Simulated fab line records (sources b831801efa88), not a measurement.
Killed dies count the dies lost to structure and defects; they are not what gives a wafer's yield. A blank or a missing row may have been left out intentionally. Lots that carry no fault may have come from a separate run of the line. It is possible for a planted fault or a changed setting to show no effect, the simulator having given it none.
A lot that was struck, set against a sound lot + flow sky130 + 43 out of 708 route steps
Sound: the wafers L335.4, L335.5, L335.6. Wafers struck: L354.2, L354.5, L354.6. At the end, the cause is stated.
At each step with rows: each side's tool, then ch and its chambers, then its first start. Under that, the readings that differ: sound wafers + struck wafers + difference of the means + sigmas: that difference in standard deviations of wafers without a fault.
alike: readings with means less than 2 such deviations apart, plus words and numbers identical on both sides. not compared: withheld readings, readings lacking a value on some wafer, bounds such as >300 that could conceal the same value, and numbers that have no deviation in the record and whose values overlap.
Wherever a step has rows on one side only, a row that says differs or no value, or a row with sigmas, the two part there. Numbers that don't overlap but have no deviation are shown without sigmas and don't part them. A reading that every wafer of one side lacks parts them only if that side has two wafers or more.

first, 5 steps without rows for these wafers: SKY_CONTACT_COAT_09 (resist thk 450 nm); SKY_CONTACT_SOFTBAKE_10 (time 90 s); SKY_CONTACT_EXPOSE_11 (exposes mask CTM1, target cd 170 nm); SKY_CONTACT_PEB_12; SKY_CONTACT_DEVELOP_13 (develop time 60 s).
SKY_CONTACT_CD_MEAS_14 targets a cd of 170 nm.
  struck on cdSem-02, day 37 11:17; sound on cdSem-02, day 31 04:39
  alike: cdNm
SKY_CONTACT_OVL_MEAS_15:
  struck on overlay-01, day 37 11:23; sound on overlay-02, day 31 04:44
  alike: CONTACT_OVL
then, 1 step without rows for these wafers: SKY_CONTACT_ETCH_16 (etches BARC in N2/H2, stops on SiO2, time 45.9 s, target depth 60 nm).
SKY_CONTACT_ETCH_17: etches SiO2 in C4F8/O2/Ar, stops on Si3N4, target depth 340 nm.
  sound on rieDiel-04 ch 0,1,3, day 31 04:47; struck on rieDiel-03 ch 0,1,2, day 37 11:28
  alike: oesProductAu
then, 3 steps without rows for these wafers: SKY_CONTACT_ETCH_18 (etches Si3N4 in CHF3/O2, stops on TiN, time 39 s, target depth 75 nm); SKY_CONTACT_STRIP_19 (strips in O2/N2); SKY_CONTACT_STRIP_20 (strips in post etch residue remover, time 1200 s).
SKY_CONTACT_CLEAN_21: cleans in IPA, time 180 s.
  sound on wetBench-01 ch 2, day 31 05:19; struck on wetBench-01 ch 0, day 37 11:59
then, 3 steps without rows for these wafers: SKY_CONTACT_CLEAN_22 (cleans in O3/DIW); SKY_CONTACT_SPUTTER_23 (material TiN, target thk 20 nm, time 80 s); SKY_CONTACT_CVD_24 (deposits W, target thk 340 nm, time 102.12 s).
SKY_CONTACT_RS_MEAS_25: uses a four-point probe to measure.
  struck on filmMetro-03, day 37 12:20; sound on filmMetro-03, day 31 05:43
  alike: CONTACT_W_RS
SKY_CONTACT_THK_MEAS_26: measures by xrf.
  struck on filmMetro-03, day 37 12:27; sound on filmMetro-03, day 31 05:48
  alike: CONTACT_W_THK
SKY_CONTACT_CMP_27: polishes, stops on SiO2, t overpolish 15 s, target thk 0 nm.
  sound on cmp-01 ch 2,3, day 31 05:53; struck on cmp-01 ch 1,2, day 37 12:35
  alike: motorCurrentA, overpolishRunS, slurryFilterDpKPa, timeToEndpointS
then, 4 steps without rows for these wafers: SKY_METAL1_SPUTTER_00 (material Ti, target thk 15 nm, time 10 s); SKY_METAL1_SPUTTER_01 (material TiN, target thk 20 nm, time 16.7 s); SKY_METAL1_SPUTTER_02 (material AlCu, target thk 250 nm, time 13.3 s); SKY_METAL1_SPUTTER_03 (material Ti, target thk 5 nm, time 3.3 s).
SKY_METAL1_SPUTTER_04: material TiN, target thk 70 nm, time 58.3 s.
  struck on pvdSputter-03, day 37 12:58; sound on pvdSputter-04, day 31 06:13
  alike: throttleValvePct
SKY_METAL1_RS_MEAS_05: uses a four-point probe to measure.
  struck on filmMetro-04, day 37 13:02; sound on filmMetro-03, day 31 06:20
| reading                 | sound                | struck               | difference | sigmas |
|-------------------------|----------------------|----------------------|------------|--------|
| METAL1_ALCU_RS (ohm/sq) | 0.1259 0.1266 0.1273 | 0.1241 0.1244 0.1246 | -0.0022    | -2     |
SKY_METAL1_THK_MEAS_06: measures by xrf.
  struck on filmMetro-04, day 37 13:09; sound on filmMetro-03, day 31 06:25
| reading              | sound             | struck            | difference | sigmas |
|----------------------|-------------------|-------------------|------------|--------|
| METAL1_ALCU_THK (nm) | 257.1 256.3 254.7 | 262.3 260.6 260.9 | +5.2       | +2     |
then, 8 steps without rows for these wafers: SKY_METAL1_DEHYDRATE_07 (time 60 s); SKY_METAL1_HMDS_08 (prime time 60 s); SKY_METAL1_COAT_09 (resist thk 60 nm); SKY_METAL1_COAT_10 (resist thk 450 nm); SKY_METAL1_SOFTBAKE_11 (time 90 s); SKY_METAL1_EXPOSE_12 (exposes mask MM1, target cd 140 nm); SKY_METAL1_PEB_13; SKY_METAL1_DEVELOP_14 (develop time 60 s).
SKY_METAL1_CD_MEAS_15 targets a cd of 140 nm.
  struck on cdSem-01, day 38 15:10; sound on cdSem-02, day 32 10:03
  alike: cdNm
SKY_METAL1_OVL_MEAS_16:
  struck on overlay-02, day 38 15:16; sound on overlay-01, day 32 10:08
  alike: METAL1_OVL
SKY_METAL1_DESCUM_17: chemistry O2, time 8 s.
  sound on rieMetal-02 ch 0,1, day 32 10:10; struck on rieMetal-04 ch 0,1, day 38 15:18
  alike: drypumpMotorCurrentA, oesProductAu
  not compared: rfHoursCounterH
SKY_METAL1_ETCH_18: etches BARC in N2/H2, stops on SiO2, time 45.9 s, target depth 60 nm.
  sound on rieMetal-02 ch 0,1, day 32 10:12; struck on rieMetal-04 ch 0,1, day 38 15:20
  alike: drypumpMotorCurrentA, oesProductAu, throttleValvePct
  not compared: rfHoursCounterH
then, 4 steps without rows for these wafers: SKY_METAL1_METAL_ETCH_19 (etches the open film in Cl2/BCl3, stops on SiO2, target depth 360 nm, time 78 s); SKY_METAL1_STRIP_20 (strips in O2/N2); SKY_METAL1_STRIP_21 (strips in post etch residue remover, time 1200 s); SKY_METAL1_CLEAN_22 (cleans in IPA, time 180 s).
-- the record jumps here: 11 days lie between the struck wafers' starts before and after (it left off in module METAL1 and takes up again in module PAD_OPEN, whose first step shown is number 708 of the route) --
SKY_PAD_OPEN_PROBE_99:
  only the struck wafers here have rows in the record (prober-01, day 50 02:34); the sound ones have none

WHERE THEY PART
At SKY_METAL1_RS_MEAS_05 first; at SKY_PAD_OPEN_PROBE_99 last (within this record only).

WHY: what had been put in by the simulator
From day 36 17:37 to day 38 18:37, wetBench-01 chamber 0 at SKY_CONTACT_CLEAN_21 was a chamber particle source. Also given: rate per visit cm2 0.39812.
